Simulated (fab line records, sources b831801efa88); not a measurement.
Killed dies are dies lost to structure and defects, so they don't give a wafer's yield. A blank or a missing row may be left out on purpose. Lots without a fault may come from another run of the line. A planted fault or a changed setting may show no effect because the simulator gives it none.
A struck lot beside a sound one | flow sky130 | 20 steps out of a route of 708
Sound: wafers L615.1, L615.2, L615.6. Struck: wafers L614.2, L614.3, L614.4. The cause comes at the end.
At each step with rows: each side's tool, then ch and its chambers, then its first start. Under that, the readings that differ: sound wafers | struck wafers | difference of the means | sigmas: that difference in standard deviations of wafers without a fault.
alike: readings whose means differ by less than 2 such deviations, and words and numbers that are the same on both sides. not compared: withheld readings, readings that some wafer has no value for, bounds like >300 that may hide the same value, and numbers for which the record gives no deviation and whose values overlap.
The two part at a step that has a row with sigmas, a row that says differs or no value, or rows on one side only. Numbers that don't overlap but have no deviation are shown without sigmas and don't part them. A reading that every wafer of one side lacks parts them only if that side has two wafers or more.

first, 6 steps without rows for these wafers: SKY_LDD_HVN_HMDS_01 (prime time 60 s); SKY_LDD_HVN_COAT_02 (resist thk 300 nm); SKY_LDD_HVN_SOFTBAKE_03 (time 60 s); SKY_LDD_HVN_EXPOSE_04 (exposes mask HVNTM, target cd 700 nm); SKY_LDD_HVN_PEB_05; SKY_LDD_HVN_DEVELOP_06 (develop time 60 s).
SKY_LDD_HVN_OVL_MEAS_07:
  sound on overlay-01, day 25 18:28; struck on overlay-02, day 25 08:08
  alike: LDD_HVN_OVL
then, 1 step without rows for these wafers: SKY_LDD_HVN_IMPLANT_08.
SKY_LDD_HVN_STRIP_09: strips in O2/N2.
  sound on plasma_asher-03 ch 0,1, day 25 18:40; struck on plasma_asher-02 ch 0,1, day 25 08:19
  alike: drypump_motor_current_A, oes_product_au, strip_time_to_endpoint_s
  not compared: rf_hours_counter_h
SKY_LDD_HVN_TW_MEAS_10:
  sound on film_metro-02, day 25 18:46; struck on film_metro-04, day 25 08:25
  alike: LDD_HVN_TW
then, 2 steps without rows for these wafers: SKY_LDD_HVP_DEHYDRATE_00 (time 60 s); SKY_LDD_HVP_HMDS_01 (prime time 60 s).
SKY_LDD_HVP_COAT_02: resist thk 300 nm.
  sound on litho_track-03 ch 0, day 26 08:23; struck on litho_track-04, day 25 23:19
  no value came back on the struck wafers for chill_plate_temp_C (C), dispense_pressure_kPa (kPa); on the sound wafers chill_plate_temp_C (C) reads 23.10 23.18 23.12
then, 4 steps without rows for these wafers: SKY_LDD_HVP_SOFTBAKE_03 (time 60 s); SKY_LDD_HVP_EXPOSE_04 (exposes mask HVPTM, target cd 700 nm); SKY_LDD_HVP_PEB_05; SKY_LDD_HVP_DEVELOP_06 (develop time 60 s).
SKY_LDD_HVP_OVL_MEAS_07:
  sound on overlay-02, day 26 23:20; struck on overlay-01, day 26 13:35
  reading          | sound       | struck | difference                    | sigmas
  LDD_HVP_OVL (nm) | 2.3 1.1 1.1 | - - -  | no value on the struck wafers |
then, 1 step without rows for these wafers: SKY_LDD_HVP_IMPLANT_08.
-- the record jumps here: 23 days lie between the struck wafers' starts before and after (it left off in module LDD_HVP and takes up again in module PAD_OPEN, whose first step shown is number 708 of the route) --
SKY_PAD_OPEN_PROBE_99:
  sound on prober-01, day 49 09:14; struck on prober-02, day 49 03:15
  reading             | sound    | struck      | difference | sigmas
  killed_at_front_end | 17 8 14  | 414 426 426 | +409       | +99 or more
  killed_dies         | 84 84 87 | 492 492 492 | +407       | +46
  killed_on_rim       | 17 12 16 | 96 96 96    | +81        | +22
  alike: killed_at_M0_to_M3, killed_at_M4_up, killed_at_contacts, killed_at_other, killed_open, killed_short

WHERE THEY PART
First at SKY_LDD_HVP_COAT_02; last, within this record, at SKY_PAD_OPEN_PROBE_99.

WHY: what the simulator had put in
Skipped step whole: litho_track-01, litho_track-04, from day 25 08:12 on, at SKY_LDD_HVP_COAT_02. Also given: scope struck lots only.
